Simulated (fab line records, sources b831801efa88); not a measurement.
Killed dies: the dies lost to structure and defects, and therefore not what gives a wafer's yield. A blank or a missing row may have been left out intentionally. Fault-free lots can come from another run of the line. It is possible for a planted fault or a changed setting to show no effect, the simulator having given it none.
Which tool was responsible? / flow sky130 / 11 lots with 33 wafers sampled at 2 steps, on a route of 708 steps

## WHAT THE GAUGES READ, wafer by wafer
SKY_LDD_LDN_TW_MEAS_13.
lot=L979; measured=day 23 05:25; on=filmMetro-02; LDD_LDN_TW=1483 1472 1479
lot=L981; measured=day 23 15:34; on=filmMetro-02; LDD_LDN_TW=1474 1482 1478
lot=L980; measured=day 23 22:19; on=filmMetro-04; LDD_LDN_TW=1490 1488 1489
lot=L982; measured=day 24 11:20; on=filmMetro-02; LDD_LDN_TW=1468 1469 1468
lot=L983; measured=day 25 00:51; on=filmMetro-01; LDD_LDN_TW=1471 1473 1473
lot=L984; measured=day 25 01:38; on=filmMetro-01; LDD_LDN_TW=1470 1476 1473
lot=L985; measured=day 25 16:16; on=filmMetro-02; LDD_LDN_TW=1486 1481 1487
lot=L987; measured=day 26 00:32; on=filmMetro-04; LDD_LDN_TW=1404 1415 1417
lot=L986; measured=day 26 00:54; on=filmMetro-01; LDD_LDN_TW=1420 1411 1413
lot=L988; measured=day 26 05:05; on=filmMetro-04; LDD_LDN_TW=1417 1415 1412
lot=L989; measured=day 26 20:09; on=filmMetro-04; LDD_LDN_TW=1421 1409 1415

## EACH LOT AND THE TOOL THAT RAN IT (in order: tool; ch and the chambers of the sampled wafers; start)
lot=L979; SKY_LDD_LDN_IMPLANT_10=implanter-04 ch 0, day 23 05:02
lot=L981; SKY_LDD_LDN_IMPLANT_10=implanter-03 ch 0, day 23 15:12
lot=L980; SKY_LDD_LDN_IMPLANT_10=implanter-04 ch 0, day 23 18:35
lot=L982; SKY_LDD_LDN_IMPLANT_10=implanter-03 ch 0, day 24 10:56
lot=L983; SKY_LDD_LDN_IMPLANT_10=implanter-01 ch 0, day 25 00:27
lot=L984; SKY_LDD_LDN_IMPLANT_10=implanter-03 ch 0, day 25 01:14
lot=L985; SKY_LDD_LDN_IMPLANT_10=implanter-04 ch 0, day 25 15:54
lot=L987; SKY_LDD_LDN_IMPLANT_10=implanter-04 ch 0, day 26 00:08
lot=L986; SKY_LDD_LDN_IMPLANT_10=implanter-01 ch 0, day 26 00:30
lot=L988; SKY_LDD_LDN_IMPLANT_10=implanter-04 ch 0, day 26 04:41
lot=L989; SKY_LDD_LDN_IMPLANT_10=implanter-01 ch 0, day 26 19:45
- SKY_LDD_LDN_IMPLANT_10

## AS READ BY THE TOOLS THEMSELVES (means over the sampled wafers that have a number; for cases with no such wafer, the mark the record gives instead)
The record holds no such reading with a usual standard deviation.

## THE ANSWER, worked out from the rows above alone
Rule: the usual values come from the lots themselves. The widest of any qualifying gaps counts: lots, ordered by their means at a reading, are off when they make up no more than a third of the lots, leave a main group of 4 or more, and stand apart from it by 3 or more times the standard deviation of that group's means. A main group is skipped when, at the precision printed for the reading in the tables above, its means are all equal. A lot without any number at a reading at which 4 lots or more have one is off too. The other lots that the step has rows for count as sound. Order of review: gauges by route order, followed by the tools' own readings, for which a lot's mean as printed above is used. The first step at which some lot is off is used, and at that step the reading that is off furthest; a lot without a number counts as furthest.
Nothing can be told from this: no lot is off at any reading shown.

## WHAT HAD BEEN PUT IN BY THE SIMULATOR
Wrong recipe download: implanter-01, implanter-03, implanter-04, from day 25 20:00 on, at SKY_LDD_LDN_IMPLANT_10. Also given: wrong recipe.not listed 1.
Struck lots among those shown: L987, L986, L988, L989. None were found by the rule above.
